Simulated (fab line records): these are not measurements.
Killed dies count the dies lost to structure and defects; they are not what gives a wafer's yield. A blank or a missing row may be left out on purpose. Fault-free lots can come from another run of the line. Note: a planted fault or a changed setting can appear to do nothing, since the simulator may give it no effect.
Chamber matching :: flow sky130 :: pecvd-03 running SKY_PASSIVATION_CVD_00: 3 sister chambers
The step deposits SiO2, target thk 90 nm. 6 wafers are shown with their chamber, then 7 later ones without.

EACH WAFER AND ITS CHAMBER
wafer: L372.2
chamber: 0
heater_power_w (W): 708

wafer: L374.5
chamber: 2
heater_power_w (W): 655

wafer: L375.4
chamber: 0
heater_power_w (W): 625

wafer: L375.5
chamber: 1
heater_power_w (W): 709

wafer: L378.1
chamber: 1
heater_power_w (W): 689

wafer: L378.3
chamber: 2
heater_power_w (W): 676

WAFERS WITH NO CHAMBER GIVEN
wafer: L378.4
heater_power_w (W): 722

wafer: L381.1
heater_power_w (W): 662

wafer: L381.5
heater_power_w (W): 673

wafer: L381.6
heater_power_w (W): 671

wafer: L390.3
heater_power_w (W): 622

wafer: L390.4
heater_power_w (W): 732

wafer: L390.5
heater_power_w (W): 635

CHAMBER TAKEN BY EACH
wafer: L378.4
from the rows above: can't be placed: 1 or 0 or 2
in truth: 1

wafer: L381.1
from the rows above: can't be placed: 2 or 0 or 1
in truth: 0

wafer: L381.5
from the rows above: can't be placed: 0 or 2 or 1
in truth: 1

wafer: L381.6
from the rows above: can't be placed: 0 or 2 or 1
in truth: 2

wafer: L390.3
from the rows above: can't be placed: 2 or 0 or 1
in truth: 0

wafer: L390.4
from the rows above: can't be placed: 1 or 0 or 2
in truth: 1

wafer: L390.5
from the rows above: can't be placed: 2 or 0 or 1
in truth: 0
Correctly placed: 0 of 7. Unplaceable from these rows: 7, with the true chamber sitting among the candidates in 7. 0 placed wrongly.
How it was worked out, from the rows above alone: a wafer's distance from a chamber is the root of the sum, over the readings, of the square of ((its reading less the chamber's mean) divided by the reading's scatter). If the next closest chamber is less than 2 further off than the closest, the wafer can't be placed; otherwise it belongs to the closest. For every chamber, the mean is computed from those of its wafers that are shown. How the scatter is found: for the shown wafers, subtract from each reading the mean of its chamber, square and add these, divide the total by (wafers less chambers), then take the root.
